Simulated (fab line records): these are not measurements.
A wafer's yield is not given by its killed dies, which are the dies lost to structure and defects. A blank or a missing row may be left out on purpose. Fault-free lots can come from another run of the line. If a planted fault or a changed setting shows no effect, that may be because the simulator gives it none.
Which tool is to blame? -- flow gf180mcu -- Sampling: 7 lots, 21 wafers, 6 of 602 route steps

## WHAT THE GAUGES READ, wafer by wafer
GF_HV_LDD_TW_MEAS_38.
lot,measured,on,HV_LDD_3_TW
L421,day 11 16:37,filmMetro-04,1451 1455 1444
L422,day 12 03:26,filmMetro-02,1450 1444 1444
L423,day 12 07:58,filmMetro-01,1440 1441 1441
L424,day 12 16:55,filmMetro-04,1452 1445 1446
L425,day 13 01:13,filmMetro-01,1437 1436 1437
L433,day 15 11:49,filmMetro-04,1608 1613 1623
L434,day 15 23:05,filmMetro-01,1595 1595 1607

GF_HV_LDD_TW_MEAS_50.
lot,measured,on,HV_LDD_4_TW
L421,day 12 11:58,filmMetro-02,571.3 572.0 571.0
L422,day 12 22:44,filmMetro-04,577.1 576.2 573.9
L423,day 13 04:23,filmMetro-04,574.7 572.3 574.2
L424,day 13 13:46,filmMetro-01,569.5 568.2 569.1
L425,day 13 21:55,filmMetro-02,567.6 568.1 572.9
L433,day 16 09:55,filmMetro-04,574.1 575.2 572.5
L434,day 16 21:35,filmMetro-04,578.3 575.0 573.9

GF_HV_LDD_RS_MEAS_53: uses a four-point probe to measure.
lot,measured,on,HV_LDD_RS (ohm/sq)
L421,day 12 12:08,filmMetro-01,418.5 418.6 417.9
L422,day 12 22:56,filmMetro-02,420.0 419.4 418.9
L423,day 13 04:34,filmMetro-02,417.9 418.0 418.9
L424,day 13 13:56,filmMetro-01,419.3 418.3 419.1
L425,day 13 22:05,filmMetro-01,419.5 418.5 418.5
L433,day 16 10:06,filmMetro-02,439.3 437.5 438.8
L434,day 16 21:46,filmMetro-01,438.8 438.4 438.8

## WHICH TOOL RAN EACH LOT (tool, then ch and the chambers of the sampled wafers, then the start)
lot,GF_VT_IMPLANT_STRIP_42,GF_HV_LDD_IMPLANT_34,GF_HV_LDD_RTA_52
L421,"plasmaAsher-02 ch 0,1, day 7 12:45","implanter-02 ch 0, day 11 16:04","rtpAnneal-01 ch 0, day 12 12:04"
L422,"plasmaAsher-02 ch 0,1, day 7 19:17","implanter-01 ch 0, day 12 02:55","rtpAnneal-01 ch 0, day 12 22:50"
L423,"plasmaAsher-04 ch 0,1, day 8 01:57","implanter-01 ch 0, day 12 07:26","rtpAnneal-01 ch 0, day 13 04:29"
L424,"plasmaAsher-02 ch 0, day 8 10:56","implanter-01 ch 0, day 12 16:22","rtpAnneal-01 ch 0, day 13 13:52"
L425,"plasmaAsher-03 ch 0,1, day 8 17:48","implanter-02 ch 0, day 13 00:40","rtpAnneal-02 ch 0, day 13 22:01"
L433,"plasmaAsher-02 ch 0,1, day 10 22:45","implanter-03 ch 0, day 15 11:16","rtpAnneal-02 ch 0, day 16 10:02"
L434,"plasmaAsher-04 ch 0,1, day 11 07:05","implanter-03 ch 0, day 15 22:34","rtpAnneal-01 ch 0, day 16 21:41"
- GF_VT_IMPLANT_STRIP_42: strips in O2/N2.
- GF_HV_LDD_IMPLANT_34
- GF_HV_LDD_RTA_52: time 10 s.

## WHAT THE TOOLS THEMSELVES READ (means of the sampled wafers that have a number; where no wafer has one, the mark that the record gives instead)
GF_VT_IMPLANT_STRIP_42.
lot,tool,drypumpMotorCurrentA (A),heaterPowerW (W),oesProductAu (a.u.),stripTimeToEndpointS (s)
L421,plasmaAsher-02,6.2,326,0.718,12.60
L422,plasmaAsher-02,6.0,323,0.714,12.66
L423,plasmaAsher-04,5.7,309,0.721,12.65
L424,plasmaAsher-02,6.5,331,0.712,12.64
L425,plasmaAsher-03,5.8,283,0.716,12.63
L433,plasmaAsher-02,6.2,324,0.712,12.63
L434,plasmaAsher-04,5.7,309,0.714,12.68

GF_HV_LDD_RTA_52.
lot,tool,chamberO2Ppm,lampPowerPct (%),wafer_temp_C_max
L421,rtpAnneal-01,1.995,33.0,1002.6
L422,rtpAnneal-01,2.020,33.0,1003.0
L423,rtpAnneal-01,2.026,33.0,1003.5
L424,rtpAnneal-01,1.977,33.0,1003.3
L425,rtpAnneal-02,2.011,31.7,1004.6
L433,rtpAnneal-02,1.965,31.7,1003.8
L434,rtpAnneal-01,1.992,33.0,1003.0

## THE ANSWER, worked out from the rows above alone
Rule: usual is defined by the lots themselves. Put in order of their means at a reading, lots are off if they are a third of the lots or fewer, leave a main group of 4 or more, and stand apart from it by a gap of 3 or more times the standard deviation of the main group's means; of several such gaps the widest counts. Not used: any main group whose means are identical at the precision the tables above print for the reading. A lot without any number at a reading at which 4 lots or more have one is off too. Any other lot the step has rows for is counted as sound. After the gauges, taken in route order, come the tools' own readings; for these a lot's mean is taken, as printed above. At the first step where some lot is off, the reading lying furthest off is the one used; lots without a number count as furthest.
Off: at GF_HV_LDD_TW_MEAS_38 (HV_LDD_3_TW), L433, L434. The main group has a mean of 1444 with a standard deviation of 4.9.
If a tool, at a process step before that reading, ran all the lots that are off and no sound lot after the first of them, it fits. Gauges at GF_HV_LDD_TW_MEAS_38: tried the same way as those tools. One candidate fits, namely implanter-03 at GF_HV_LDD_IMPLANT_34. It ran no sound lot before its first lot that is off in this sample, so the start can't be narrowed down.

## WHAT THE SIMULATOR PUT IN
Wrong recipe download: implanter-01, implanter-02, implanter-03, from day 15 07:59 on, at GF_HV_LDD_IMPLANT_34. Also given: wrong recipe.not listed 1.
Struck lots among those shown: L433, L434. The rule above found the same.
